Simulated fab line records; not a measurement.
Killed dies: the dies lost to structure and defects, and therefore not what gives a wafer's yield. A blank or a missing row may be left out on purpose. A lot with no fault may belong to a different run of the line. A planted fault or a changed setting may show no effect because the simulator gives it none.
Which tool did it? ; flow sky130 ; 42 wafers from 14 lots sampled at 2 of the route's 708 steps

## WHAT EACH GAUGE READ, for each wafer
SKY_GATE_OXIDE_TW_MEAS_14.
lot;measured;on;GATE_OXIDE_TW
L166;day 13 14:54;film_metro-03;228.7 227.1 227.8
L167;day 13 22:59;film_metro-03;226.8 226.6 226.8
L168;day 14 12:19;film_metro-03;227.1 226.8 227.4
L173;day 16 01:25;film_metro-02;225.4 224.8 224.8
L177;day 17 20:47;film_metro-01;228.4 227.8 228.8
L178;day 18 05:41;film_metro-02;233.8 234.2 233.0
L180;day 18 16:53;film_metro-02;224.4 224.5 223.7
L181;day 18 20:40;film_metro-01;221.4 220.0 220.1
L183;day 19 18:44;film_metro-02;224.0 225.7 223.6
L184;day 19 20:47;film_metro-02;223.6 223.3 224.7
L186;day 21 00:34;film_metro-02;223.8 224.5 224.2
L187;day 21 11:08;film_metro-01;220.1 219.5 219.3
L188;day 22 02:50;film_metro-01;220.7 221.4 221.5
L189;day 22 18:58;film_metro-01;221.3 220.0 220.9

## TOOL THAT RAN EACH LOT (tool first, then ch and the chambers of the sampled wafers, then the start)
lot;SKY_GATE_OXIDE_IMPLANT_11
L166;implanter-04 ch 0, day 13 14:33
L167;implanter-03 ch 0, day 13 22:38
L168;implanter-03 ch 0, day 14 11:59
L173;implanter-03 ch 0, day 16 01:04
L177;implanter-03 ch 0, day 17 20:25
L178;implanter-03 ch 0, day 18 05:21
L180;implanter-01 ch 0, day 18 16:33
L181;implanter-01 ch 0, day 18 20:20
L183;implanter-01 ch 0, day 19 18:23
L184;implanter-04 ch 0, day 19 20:26
L186;implanter-03 ch 0, day 21 00:14
L187;implanter-01 ch 0, day 21 10:47
L188;implanter-03 ch 0, day 22 02:28
L189;implanter-04 ch 0, day 22 18:37
- SKY_GATE_OXIDE_IMPLANT_11

## AS READ BY THE TOOLS THEMSELVES (means over the sampled wafers that have a number; for cases with no such wafer, the mark the record gives instead)
SKY_GATE_OXIDE_IMPLANT_11.
lot;tool;beam_on_s (s);faraday_current_uA
L166;implanter-04;9.87;14.84
L167;implanter-03;9.82;14.95
L168;implanter-03;10.14;14.45
L173;implanter-03;10.04;14.63
L177;implanter-03;11.43;12.83
L178;implanter-03;11.20;13.12
L180;implanter-01;10.12;14.53
L181;implanter-01;9.94;14.73
L183;implanter-01;10.04;14.63
L184;implanter-04;10.04;14.59
L186;implanter-03;9.87;14.84
L187;implanter-01;10.11;14.55
L188;implanter-03;10.20;14.39
L189;implanter-04;10.06;14.66

## THE ANSWER, worked out from the rows above alone
Rule: what is usual is taken from the lots themselves. The widest of any qualifying gaps counts: lots, ordered by their means at a reading, are off when they make up no more than a third of the lots, leave a main group of 4 or more, and stand apart from it by 3 or more times the standard deviation of that group's means. If all means in a main group match to the digits the tables above print for the reading, that group is not used. A lot without any number at a reading at which 4 lots or more have one is off too. Where the step has rows for the other lots, those lots are counted as sound. First the gauges in route order, then the tools' own readings, where a lot's mean is used as printed above. At the first step where some lot is off, the reading lying furthest off is the one used; lots without a number count as furthest.
Off, at SKY_GATE_OXIDE_IMPLANT_11 on beam_on_s: L177, L178. The main group has a mean of 10.02 s with a standard deviation of 0.12.
If a tool, at that step or one of the process steps before it, ran each lot that is off and ran no sound lot following the first of them, it fits. Of those tried, none fits.

## WHAT THE SIMULATOR HAD INSERTED
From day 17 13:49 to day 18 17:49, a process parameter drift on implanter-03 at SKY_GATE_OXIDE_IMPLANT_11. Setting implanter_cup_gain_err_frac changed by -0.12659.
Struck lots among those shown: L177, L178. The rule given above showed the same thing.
